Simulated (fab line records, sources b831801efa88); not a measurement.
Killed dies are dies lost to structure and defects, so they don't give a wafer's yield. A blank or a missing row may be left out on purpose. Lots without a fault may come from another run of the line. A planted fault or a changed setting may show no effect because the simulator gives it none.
Which tool did it? | flow gf180mcu | 13 lots, 38 wafers sampled, at 3 steps of a route of 602

WHAT THE GAUGES READ, wafer by wafer
GF_VT_IMPLANT_OVL_MEAS_07. Usual: VT_IMPLANT_OVL -0.8 nm, standard deviation 1.3.
lot  | measured     | on         | VT_IMPLANT_OVL (nm) | flag
L539 | day 5 18:52  | overlay-01 | -1.2 0.2 -1.2       |
L540 | day 6 04:31  | overlay-01 | -2.5 -0.5 -3.5      |
L541 | day 6 08:59  | overlay-01 | 1.4 -1.6 0.4        |
L542 | day 6 14:40  | overlay-01 | -0.7 -1.9 0.1       |
L545 | day 7 07:51  | overlay-02 | -1.5 -1.6 -2.1      |
L546 | day 7 14:47  | overlay-02 | -2.9 -4.6 -2.7      |
L547 | day 8 02:38  | overlay-01 | -0.4 -0.6 -0.1      |
L548 | day 8 09:29  | overlay-02 | -0.3 -0.1 -1.5      |
L555 | day 10 03:19 | overlay-01 | -0.2 -0.2 -1.8      |
L558 | day 10 17:40 | overlay-02 | -2.2 -2.0           |
L559 | day 11 00:05 | overlay-02 | -1.3 2.0 1.2        |
L560 | day 11 06:05 | overlay-02 | 0.0 -0.6 -0.8       |
L561 | day 11 18:22 | overlay-02 | -0.1 -1.7 -2.4      |

GF_VT_IMPLANT_TW_MEAS_32. Usual: VT_IMPLANT_3_TW 268.4, standard deviation 2.7.
lot  | measured     | on            | VT_IMPLANT_3_TW   | flag
L539 | day 7 01:22  | film_metro-01 | 268.9 270.0 270.2 |
L540 | day 7 11:13  | film_metro-04 | 269.2 269.0 271.1 |
L541 | day 7 16:01  | film_metro-03 | 265.1 266.5 265.1 |
L542 | day 8 01:58  | film_metro-03 | 267.2 266.5 265.6 |
L545 | day 8 16:32  | film_metro-03 | 266.0 265.2 266.0 |
L546 | day 8 23:54  | film_metro-03 | 263.9 266.4 266.7 |
L547 | day 9 12:44  | film_metro-03 | 263.9 264.4 263.3 |
L548 | day 9 20:04  | film_metro-03 | 264.2 265.0 263.7 |
L555 | day 11 17:06 | film_metro-04 | 272.4 273.2 271.1 |
L558 | day 12 08:12 | film_metro-04 | 271.1 271.9       |
L559 | day 12 15:28 | film_metro-04 | 272.1 270.4 271.1 |
L560 | day 12 21:15 | film_metro-04 | 272.0 270.9 272.3 |
L561 | day 13 09:48 | film_metro-03 | 264.2 264.7 264.6 |

WHICH TOOL RAN EACH LOT (tool, then ch and the chambers of the sampled wafers, then the start)
lot  | GF_VT_IMPLANT_STRIP_09
L539 | plasma_asher-04 ch 0,1, day 5 19:03
L540 | plasma_asher-04 ch 0,1, day 6 04:42
L541 | plasma_asher-02 ch 0,1, day 6 09:11
L542 | plasma_asher-01 ch 0,1, day 6 19:26
L545 | plasma_asher-02 ch 0,1, day 7 08:03
L546 | plasma_asher-02 ch 0,1, day 7 14:58
L547 | plasma_asher-02 ch 0,1, day 8 02:50
L548 | plasma_asher-01 ch 0,1, day 8 09:40
L555 | plasma_asher-02 ch 0,1, day 10 03:30
L558 | plasma_asher-04 ch 0,1, day 10 17:51
L559 | plasma_asher-04 ch 0,1, day 11 00:16
L560 | plasma_asher-02 ch 0,1, day 11 06:16
L561 | plasma_asher-02 ch 0,1, day 11 18:33
- GF_VT_IMPLANT_STRIP_09: strips in O2/N2.

WHAT THE TOOLS THEMSELVES READ (means of the sampled wafers that have a number; where no wafer has one, the mark that the record gives instead)
GF_VT_IMPLANT_STRIP_09. Usual: drypump_motor_current_A 5.9 A, standard deviation 0.48; heater_power_w 325 W, standard deviation 30; n2_flow_sccm 300.1 sccm, standard deviation 0.9; oes_product_au 0.716 a.u., standard deviation 0.0044; strip_time_to_endpoint_s 12.655 s, standard deviation 0.029.
lot  | tool            | drypump_motor_current_A (A) | heater_power_w (W) | n2_flow_sccm (sccm) | oes_product_au (a.u.) | strip_time_to_endpoint_s (s) | flag
L539 | plasma_asher-04 | 5.2                         | 305                | 299.8               | 0.716                 | 12.636                       |
L540 | plasma_asher-04 | 5.3                         | 307                | 300.7               | 0.717                 | 12.682                       |
L541 | plasma_asher-02 | 6.4                         | 338                | 301.0               | 0.715                 | 12.625                       |
L542 | plasma_asher-01 | 5.6                         | 332                | 300.5               | 0.717                 | 12.675                       |
L545 | plasma_asher-02 | 6.3                         | 325                | 299.9               | 0.717                 | 12.662                       |
L546 | plasma_asher-02 | 6.3                         | 320                | 301.2               | 0.721                 | 12.656                       |
L547 | plasma_asher-02 | 6.4                         | 339                | 300.9               | 0.715                 | 12.630                       |
L548 | plasma_asher-01 | 5.6                         | 337                | 300.4               | 0.717                 | 12.680                       |
L555 | plasma_asher-02 | 6.4                         | 337                | 299.4               | 0.715                 | 12.646                       |
L558 | plasma_asher-04 | 5.2                         | 304                | 298.3               | 0.716                 | 12.670                       |
L559 | plasma_asher-04 | 5.3                         | 303                | 299.9               | 0.720                 | 12.700                       |
L560 | plasma_asher-02 | 6.3                         | 340                | 299.4               | 0.714                 | 12.623                       |
L561 | plasma_asher-02 | 6.3                         | 325                | 300.3               | 0.717                 | 12.695                       |

THE ANSWER, worked out from the rows above alone
Rule: a lot is off if the mean of its wafers that have a number lies more than 3 standard deviations from the usual mean. A lot without any number at a reading at which 4 lots or more have one is off too. The other lots that the step has rows for count as sound. The gauges are gone through in route order, then the tools' own readings, and for those a lot's mean is taken as printed above. The first step at which some lot is off is used, and at that step the reading that is off furthest; a lot without a number counts as furthest.
No lot is off at any reading shown: from this, nothing can be told.

WHAT THE SIMULATOR HAD PUT IN
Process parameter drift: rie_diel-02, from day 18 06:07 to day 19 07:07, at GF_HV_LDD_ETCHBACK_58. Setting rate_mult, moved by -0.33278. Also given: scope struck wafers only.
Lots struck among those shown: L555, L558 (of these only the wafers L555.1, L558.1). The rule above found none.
